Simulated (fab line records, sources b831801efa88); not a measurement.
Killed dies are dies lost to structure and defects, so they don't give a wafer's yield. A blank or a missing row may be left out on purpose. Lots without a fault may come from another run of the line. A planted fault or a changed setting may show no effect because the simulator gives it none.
Which tool did it? | flow sky130 | 13 lots, 38 wafers sampled, at 5 steps of a route of 708

WHAT THE GAUGES READ, wafer by wafer
SKY_VT_ADJUST_HVTR_TW_MEAS_11.
lot  | measured     | on            | VT_ADJUST_HVTR_TW
L268 | day 9 20:41  | film_metro-04 | 211.4 210.5 210.9
L270 | day 10 09:10 | film_metro-02 | 213.5 213.5 214.2
L273 | day 11 09:24 | film_metro-02 | 212.2 212.9 213.3
L279 | day 13 04:34 | film_metro-02 | 212.4 213.2
L282 | day 14 03:52 | film_metro-04 | 209.9 210.0 209.9
L283 | day 14 12:02 | film_metro-01 | 208.3 209.0 207.5
L284 | day 14 16:37 | film_metro-01 | 207.7 208.7 208.4
L285 | day 14 22:25 | film_metro-01 | 208.0 207.7 208.7
L287 | day 15 13:59 | film_metro-01 | 209.8 210.2 209.9
L288 | day 15 21:38 | film_metro-01 | 209.0 210.0 208.3
L289 | day 16 09:11 | film_metro-04 | 211.1 211.0 210.9
L290 | day 16 13:41 | film_metro-01 | 210.8 211.3 212.3
L291 | day 16 22:49 | film_metro-01 | 210.9 211.8 211.5

SKY_SONOS_ONO_OVL_MEAS_14.
lot  | measured     | on         | SONOS_ONO_OVL (nm)
L268 | day 13 08:41 | overlay-01 | 1.4 -0.5 -0.2
L270 | day 13 18:35 | overlay-01 | -1.6 -1.2 -1.5
L273 | day 14 18:56 | overlay-02 | -0.2 -0.8 -1.4
L279 | day 16 21:54 | overlay-02 | 2.3 -0.6
L282 | day 18 01:32 | overlay-01 | -0.7 0.8 1.8
L283 | day 18 06:11 | overlay-01 | 0.7 0.7 -0.4
L284 | day 18 13:51 | overlay-01 | 1.0 0.1 0.0
L285 | day 18 19:29 | overlay-01 | -1.8 -2.2 -1.0
L287 | day 19 10:47 | overlay-02 | -2.0 -1.3 -0.9
L288 | day 19 23:32 | overlay-02 | 1.7 0.8 -0.4
L289 | day 20 08:53 | overlay-02 | -0.2 -0.8 -1.6
L290 | day 20 15:19 | overlay-01 | -1.2 -0.5 -1.3
L291 | day 20 22:29 | overlay-01 | -1.8 -1.6 -2.4

SKY_POLY_GATE_THK_MEAS_21.
lot  | measured     | on            | POLY_GATE_OXIDATION_THK (nm)
L268 | day 17 06:05 | film_metro-01 | 4.10 3.98 3.98
L270 | day 17 21:58 | film_metro-03 | 3.77 3.91 3.92
L273 | day 18 21:32 | film_metro-03 | 4.08 4.10 4.10
L279 | day 21 03:06 | film_metro-01 | 3.97 4.09
L282 | day 22 06:42 | film_metro-03 | 3.95 3.98 4.01
L283 | day 22 12:22 | film_metro-02 | 4.12 4.15 4.16
L284 | day 22 23:42 | film_metro-01 | 4.09 4.12 3.99
L285 | day 23 01:54 | film_metro-03 | 4.06 4.05 4.03
L287 | day 23 18:36 | film_metro-02 | 3.93 3.91 3.92
L288 | day 24 05:28 | film_metro-02 | 3.97 4.01 3.91
L289 | day 24 12:58 | film_metro-03 | 3.89 3.90 3.91
L290 | day 24 21:14 | film_metro-03 | 4.03 3.94 4.02
L291 | day 25 04:21 | film_metro-03 | 4.00 4.01 3.97

SKY_LI_CONTACT_CD_MEAS_12: target cd 170 nm.
lot  | measured     | on        | cd_nm (nm)
L268 | day 30 04:35 | cd_sem-02 | 167.3 167.6 168.0
L270 | day 30 17:05 | cd_sem-02 | 170.1 170.4 171.3
L273 | day 31 15:04 | cd_sem-02 | 171.3 169.0 171.1
L279 | day 33 18:05 | cd_sem-01 | 73.9 72.2
L282 | day 34 16:46 | cd_sem-01 | 169.0 169.9 170.1
L283 | day 34 21:25 | cd_sem-02 | 172.0 170.5 170.8
L284 | day 35 06:25 | cd_sem-01 | 172.6 171.2 173.8
L285 | day 35 09:25 | cd_sem-02 | 170.0 168.7 170.1
L287 | day 36 03:46 | cd_sem-01 | 170.4 169.7 169.7
L288 | day 36 05:47 | cd_sem-02 | 171.0 171.2 172.7
L289 | day 36 14:58 | cd_sem-02 | 171.5 173.1 171.9
L290 | day 36 20:51 | cd_sem-01 | 169.9 169.7 170.2
L291 | day 37 07:19 | cd_sem-01 | 170.5 170.4 167.6

WHICH TOOL RAN EACH LOT (tool, then ch and the chambers of the sampled wafers, then the start)
lot  | SKY_LI_CONTACT_EXPOSE_09
L268 | krf_scanner-02 ch 0, day 29 14:00
L270 | krf_scanner-01 ch 0, day 30 03:25
L273 | krf_scanner-01 ch 0, day 31 01:14
L279 | krf_scanner-01 ch 0, day 33 04:25
L282 | krf_scanner-02 ch 0, day 34 03:38
L283 | krf_scanner-02 ch 0, day 34 08:49
L284 | krf_scanner-02 ch 0, day 34 17:34
L285 | krf_scanner-02 ch 0, day 34 20:08
L287 | krf_scanner-01 ch 0, day 35 14:25
L288 | krf_scanner-01 ch 0, day 35 16:41
L289 | krf_scanner-01 ch 0, day 36 02:05
L290 | krf_scanner-01 ch 0, day 36 07:54
L291 | krf_scanner-01 ch 0, day 36 17:40
- SKY_LI_CONTACT_EXPOSE_09: exposes mask LICM1, target cd 170 nm.

WHAT THE TOOLS THEMSELVES READ (means of the sampled wafers that have a number; where no wafer has one, the mark that the record gives instead)
The record holds no such reading with a usual standard deviation.

THE ANSWER, worked out from the rows above alone
Rule: what is usual is taken from the lots themselves. Put in order of their means at a reading, lots are off if they are a third of the lots or fewer, leave a main group of 4 or more, and stand apart from it by a gap of 3 or more times the standard deviation of the main group's means; of several such gaps the widest counts. A main group whose means are all the same, to the digits that the tables above print for the reading, isn't used. A lot without any number at a reading at which 4 lots or more have one is off too. The other lots that the step has rows for count as sound. The gauges are gone through in route order, then the tools' own readings, and for those a lot's mean is taken as printed above. The first step at which some lot is off is used, and at that step the reading that is off furthest; a lot without a number counts as furthest.
Off: L279, at SKY_LI_CONTACT_CD_MEAS_12 (cd_nm). The main group: mean 170.4 nm, standard deviation 1.3.
A tool fits if, at a process step before that reading, it ran every lot that is off, and no sound lot after the first of them. The gauges at SKY_LI_CONTACT_CD_MEAS_12 are tried like those tools. None of those tried fits.

WHAT THE SIMULATOR HAD PUT IN
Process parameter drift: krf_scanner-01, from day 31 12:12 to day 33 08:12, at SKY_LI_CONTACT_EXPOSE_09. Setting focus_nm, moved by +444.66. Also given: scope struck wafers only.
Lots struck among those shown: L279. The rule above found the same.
